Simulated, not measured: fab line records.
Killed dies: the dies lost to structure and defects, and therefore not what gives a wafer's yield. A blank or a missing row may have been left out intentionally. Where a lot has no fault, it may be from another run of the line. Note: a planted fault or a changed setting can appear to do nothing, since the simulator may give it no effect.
Check for tools in common ; flow sky130 ; 33 wafers sampled across 11 lots

== THE REASON FOR OPENING IT ==
2 of 11 lots carry a flag on the reading LI_CONTACT_W_RS at SKY_LI_CONTACT_RS_MEAS_22. Wafers without a fault read 0.2848 ohm/sq, standard deviation 0.0026.
Rule: a lot is flagged in two cases, either no wafer of it has a number, or all its wafers with numbers fall more than 4 standard deviations from that mean. All remaining lots are regarded as sound.

lot;measured;on;LI_CONTACT_W_RS (ohm/sq), wafer by wafer;flag
L522;day 28 11:04;film-metro-02;0.2849 0.2859 0.2842;
L523;day 29 09:01;film-metro-04;0.2884 0.2856 0.2882;
L524;day 29 11:13;film-metro-02;0.2838 0.2871 0.2832;
L528;day 31 14:01;film-metro-04;0.2840 0.2842 0.2851;
L530;day 31 19:51;film-metro-02;0.2825 0.2848 0.2805;
L534;day 32 23:04;film-metro-03;0.2549 0.2540 0.2564;FLAGGED
L535;day 33 08:49;film-metro-02;0.2799 0.2814 0.2818;
L536;day 33 14:12;film-metro-03;0.2516 0.2500 0.2523;FLAGGED
L542;day 36 03:56;film-metro-03;0.2838 0.2798 0.2825;
L543;day 36 13:50;film-metro-04;0.2849 0.2864 0.2840;
L545;day 36 15:04;film-metro-03;0.2875 0.2872 0.2858;
On average the flagged lots' numbers are 0.2532 ohm/sq, which is -0.0316 ohm/sq against the usual, or -12 standard deviations.

== WHICH TOOL EACH LOT WENT THROUGH ==
2 process steps preceding the reading are held in the record, out of 708 steps in the route. Cell contents, in order: the tool; ch with the chambers the sampled wafers went through; the start.
lot;flag;SKY_LI_CONTACT_STRIP_16;SKY_LI_CONTACT_CVD_21
L522;;plasma-asher-01 ch 0,1, day 28 10:29;cvd-w-01 ch 0,1, day 28 10:56
L523;;plasma-asher-01 ch 0,1, day 29 08:19;cvd-w-02 ch 1, day 29 08:47
L524;;plasma-asher-01 ch 0,1, day 29 10:22;cvd-w-02 ch 1, day 29 10:58
L528;;plasma-asher-04 ch 0,1, day 31 13:28;cvd-w-02 ch 0,1, day 31 13:54
L530;;plasma-asher-02 ch 0,1, day 31 19:18;cvd-w-02 ch 0,1, day 31 19:44
L534;FLAGGED;plasma-asher-01 ch 0,1, day 32 22:31;cvd-w-02 ch 0, day 32 22:57
L535;;plasma-asher-02 ch 0,1, day 33 08:13;cvd-w-01 ch 0,1, day 33 08:40
L536;FLAGGED;plasma-asher-04 ch 0,1, day 33 13:37;cvd-w-02 ch 0,1, day 33 14:04
L542;;plasma-asher-04 ch 0,1, day 36 03:22;cvd-w-02 ch 0,1, day 36 03:48
L543;;plasma-asher-01 ch 0,1, day 36 13:16;cvd-w-02 ch 0,1, day 36 13:42
L545;;plasma-asher-01 ch 0,1, day 36 14:24;cvd-w-01 ch 0,1, day 36 14:50
What these steps do:
- SKY_LI_CONTACT_STRIP_16: strips in O2/N2.
- SKY_LI_CONTACT_CVD_21: deposits W, target thk 400 nm, time 120.56 s.
- SKY_LI_CONTACT_RS_MEAS_22: measures by four-point-probe.

== FLAGGED AGAINST TOTAL, ONE TOOL AT A TIME (gauges that did the reading follow at the end) ==
step;tool;lots run;flagged;share of the flagged lots;sound lots run after its first flagged lot
SKY_LI_CONTACT_STRIP_16;plasma-asher-01;6;1;some;2 (L543,L545)
SKY_LI_CONTACT_STRIP_16;plasma-asher-02;2;0;none;-
SKY_LI_CONTACT_STRIP_16;plasma-asher-04;3;1;some;1 (L542)
SKY_LI_CONTACT_CVD_21;cvd-w-01;3;0;none;-
SKY_LI_CONTACT_CVD_21;cvd-w-02;8;2;all;2 (L542,L543)
SKY_LI_CONTACT_RS_MEAS_22;film-metro-02;4;0;none;-
SKY_LI_CONTACT_RS_MEAS_22;film-metro-03;4;2;all;2 (L542,L545)
SKY_LI_CONTACT_RS_MEAS_22;film-metro-04;3;0;none;-

== WHAT THE TABLE PERMITS ==
Rows of the table that ran all the flagged lots, 2 in number: cvd-w-02 at SKY_LI_CONTACT_CVD_21; film-metro-03 at SKY_LI_CONTACT_RS_MEAS_22.
- cvd-w-02 at SKY_LI_CONTACT_CVD_21 ran 8 lots, 2 of them flagged. Sound lots ran on it after the first flagged one (L542, L543), which a lasting fault on the whole tool wouldn't allow. Its own readings lie more than 4 standard deviations out on every wafer of the flagged lots: susceptor-temp-C.
- film-metro-03 at SKY_LI_CONTACT_RS_MEAS_22 ran 4 lots, 2 of them flagged. Sound lots ran on it after the first flagged one (L542, L545), which a lasting fault on the whole tool wouldn't allow.
There is no row in the table that ran each flagged lot and no sound lot after the first.

== WHAT HAD BEEN PUT IN BY THE SIMULATOR ==
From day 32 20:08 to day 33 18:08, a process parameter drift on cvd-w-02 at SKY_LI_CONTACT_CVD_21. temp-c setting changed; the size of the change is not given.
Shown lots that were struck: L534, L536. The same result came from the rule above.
